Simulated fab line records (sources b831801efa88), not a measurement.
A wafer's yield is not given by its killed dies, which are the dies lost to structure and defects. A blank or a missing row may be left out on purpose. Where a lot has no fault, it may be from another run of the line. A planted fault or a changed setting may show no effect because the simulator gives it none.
A sampling plan put to the test -- flow sky130 -- 14 faults told of in these records, all on one fab line, each judged by the records of the lots it struck
The line's own looks make up the plan; these are the steps of the route where a gauge or inspection reads the wafer and leaves it unchanged. A look can be judged if struck wafers have a number there and the file gives its usual mean and standard deviation on fault-free wafers. Caught: 4 or more of those standard deviations (sigma) separate the usual mean from the mean of the struck wafers at a look after the fault's first step. On the tool: the fault's steps, tested the same way using the tool's own readings. It also counts as caught if the struck wafers ran another recipe or if their record alone is blank.

THE FAULTS, as the simulator had put them in
1. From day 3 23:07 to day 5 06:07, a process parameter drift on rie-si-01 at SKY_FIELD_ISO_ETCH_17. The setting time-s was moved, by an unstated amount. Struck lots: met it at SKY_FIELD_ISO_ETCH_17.
2. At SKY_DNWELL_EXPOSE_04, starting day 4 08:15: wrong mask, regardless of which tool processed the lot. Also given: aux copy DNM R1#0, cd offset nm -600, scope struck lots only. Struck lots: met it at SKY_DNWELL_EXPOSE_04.
3. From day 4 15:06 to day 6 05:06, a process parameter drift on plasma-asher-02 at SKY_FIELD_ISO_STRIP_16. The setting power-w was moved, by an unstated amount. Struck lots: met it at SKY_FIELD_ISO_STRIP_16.
4. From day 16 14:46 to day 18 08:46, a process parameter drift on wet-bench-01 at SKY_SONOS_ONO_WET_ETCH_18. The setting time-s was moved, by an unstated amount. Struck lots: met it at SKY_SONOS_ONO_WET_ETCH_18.
5. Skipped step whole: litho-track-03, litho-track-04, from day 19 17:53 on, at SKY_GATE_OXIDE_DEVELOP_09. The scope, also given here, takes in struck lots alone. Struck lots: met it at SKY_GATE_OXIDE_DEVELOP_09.
6. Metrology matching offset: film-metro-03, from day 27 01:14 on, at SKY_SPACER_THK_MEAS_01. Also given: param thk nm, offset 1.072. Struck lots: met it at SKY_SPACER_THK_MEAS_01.
7. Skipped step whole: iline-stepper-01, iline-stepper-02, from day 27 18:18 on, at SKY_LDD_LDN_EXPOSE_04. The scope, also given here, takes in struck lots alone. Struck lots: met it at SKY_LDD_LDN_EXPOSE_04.
8. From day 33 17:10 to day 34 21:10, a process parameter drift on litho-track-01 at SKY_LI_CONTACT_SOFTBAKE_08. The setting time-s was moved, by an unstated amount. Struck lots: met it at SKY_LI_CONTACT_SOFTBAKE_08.
9. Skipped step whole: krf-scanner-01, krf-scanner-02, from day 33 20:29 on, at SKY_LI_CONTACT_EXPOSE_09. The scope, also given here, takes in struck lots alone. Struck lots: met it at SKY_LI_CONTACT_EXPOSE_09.
10. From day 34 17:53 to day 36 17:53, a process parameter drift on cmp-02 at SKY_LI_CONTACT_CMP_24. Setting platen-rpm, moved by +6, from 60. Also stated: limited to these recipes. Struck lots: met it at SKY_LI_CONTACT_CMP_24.
11. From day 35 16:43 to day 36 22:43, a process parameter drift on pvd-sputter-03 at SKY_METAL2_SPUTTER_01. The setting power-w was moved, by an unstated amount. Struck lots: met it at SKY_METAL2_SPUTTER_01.
12. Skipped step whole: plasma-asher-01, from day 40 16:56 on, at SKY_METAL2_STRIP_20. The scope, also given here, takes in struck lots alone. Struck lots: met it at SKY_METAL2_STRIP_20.
13. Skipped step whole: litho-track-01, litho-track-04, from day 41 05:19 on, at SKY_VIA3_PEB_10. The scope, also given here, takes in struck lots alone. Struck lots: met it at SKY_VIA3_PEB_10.
14. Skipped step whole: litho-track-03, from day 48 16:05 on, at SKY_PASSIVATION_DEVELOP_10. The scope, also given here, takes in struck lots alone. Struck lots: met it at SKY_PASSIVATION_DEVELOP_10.

WHAT THE PLAN SAW
fault,on the tool itself,first look that catches it,"reading, sigma",median hours from its first step to that look,hours from the fault's start to the first struck lot there,judged looks passed uncaught
1,run-length-s -30 sigma,no look after it can be judged,-,-,-,0
2,no reading that can be judged,no look after it can be judged,-,-,-,0
3,strip-time-to-endpoint-s -5.0 sigma,no look after it can be judged,-,-,-,0
4,run-length-s +6.1 sigma,no look after it can be judged,-,-,-,0
5,the tool's record is blank for the struck wafers,no look after it can be judged,-,-,-,0
6,only faintly: SPACER_CVD_00_THK +3.5 sigma,no look after it can be judged,-,-,-,0
7,no reading that can be judged,no look after it can be judged,-,-,-,0
8,run-length-s -17 sigma,no look after it can be judged,-,-,-,0
9,no reading that can be judged,no look after it can be judged,-,-,-,0
10,platen-rpm +99 or beyond sigma,no look after it can be judged,-,-,-,0
11,cathode-dc-power-W +99 or beyond sigma,no look after it can be judged,-,-,-,0
12,the tool's record is blank for the struck wafers,no look after it can be judged,-,-,-,0
13,no reading that can be judged,no look after it can be judged,-,-,-,0
14,the tool's record is blank for the struck wafers,no look after it can be judged,-,-,-,0
A dash: the fault is not caught, or the number is missing from these records.

Caught at a look: 0 of 14. Caught on the tool: 9 of 14. By one or the other: 9 of 14.
Faults caught by the tool alone: 1, 3, 4, 5, 8, 10, 11, 12, 14.
Caught by neither: faults 2, 6, 7, 9, 13.
